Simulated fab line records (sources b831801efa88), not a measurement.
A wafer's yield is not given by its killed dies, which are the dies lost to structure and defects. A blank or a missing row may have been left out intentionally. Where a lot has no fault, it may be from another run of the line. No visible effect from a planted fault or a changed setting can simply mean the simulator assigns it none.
Chamber matching / flow gf180mcu / 3 sister chambers for GF_V4_CVD_00 on hdpcvd-01
The step deposits SiO2, target thk 600 nm, time 100 s. 6 wafers are shown with their chamber, then 8 later ones without.

## WAFERS, EACH WITH ITS CHAMBER
wafer=L236.2; chamber=0; sih4FlowSccm (sccm)=62.52
wafer=L236.3; chamber=2; sih4FlowSccm (sccm)=63.07
wafer=L239.1; chamber=0; sih4FlowSccm (sccm)=62.22
wafer=L239.2; chamber=2; sih4FlowSccm (sccm)=62.50
wafer=L239.3; chamber=1; sih4FlowSccm (sccm)=62.35
wafer=L240.4; chamber=1; sih4FlowSccm (sccm)=62.29

## WAFERS WITH NO CHAMBER GIVEN
wafer=L240.5; sih4FlowSccm (sccm)=62.44
wafer=L240.6; sih4FlowSccm (sccm)=62.26
wafer=L250.2; sih4FlowSccm (sccm)=62.69
wafer=L250.3; sih4FlowSccm (sccm)=62.81
wafer=L250.6; sih4FlowSccm (sccm)=62.57
wafer=L251.2; sih4FlowSccm (sccm)=62.55
wafer=L251.4; sih4FlowSccm (sccm)=62.51
wafer=L251.5; sih4FlowSccm (sccm)=62.63

## CHAMBER TAKEN BY EACH
wafer=L240.5; from the rows above=can't be placed: 0 or 1 or 2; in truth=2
wafer=L240.6; from the rows above=can't be placed: 1 or 0 or 2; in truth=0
wafer=L250.2; from the rows above=can't be placed: 2 or 0 or 1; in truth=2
wafer=L250.3; from the rows above=can't be placed: 2 or 0 or 1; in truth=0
wafer=L250.6; from the rows above=can't be placed: 0 or 2 or 1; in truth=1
wafer=L251.2; from the rows above=can't be placed: 0 or 1 or 2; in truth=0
wafer=L251.4; from the rows above=can't be placed: 0 or 1 or 2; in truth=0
wafer=L251.5; from the rows above=can't be placed: 2 or 0 or 1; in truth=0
Placed correctly: 0 of 8. These rows do not allow placing 8 (true chamber among the candidates in 8). Wrongly placed: 0.
How it was worked out, from the rows above alone: a wafer's distance from a chamber is the root of the sum, over the readings, of the square of ((its reading less the chamber's mean) divided by the reading's scatter). If the next closest chamber is less than 2 further off than the closest, the wafer can't be placed; otherwise it belongs to the closest. For every chamber, the mean is computed from those of its wafers that are shown. The scatter: the root of (the sum of the squares of (reading less its chamber's mean) over the shown wafers, divided by (wafers less chambers)).
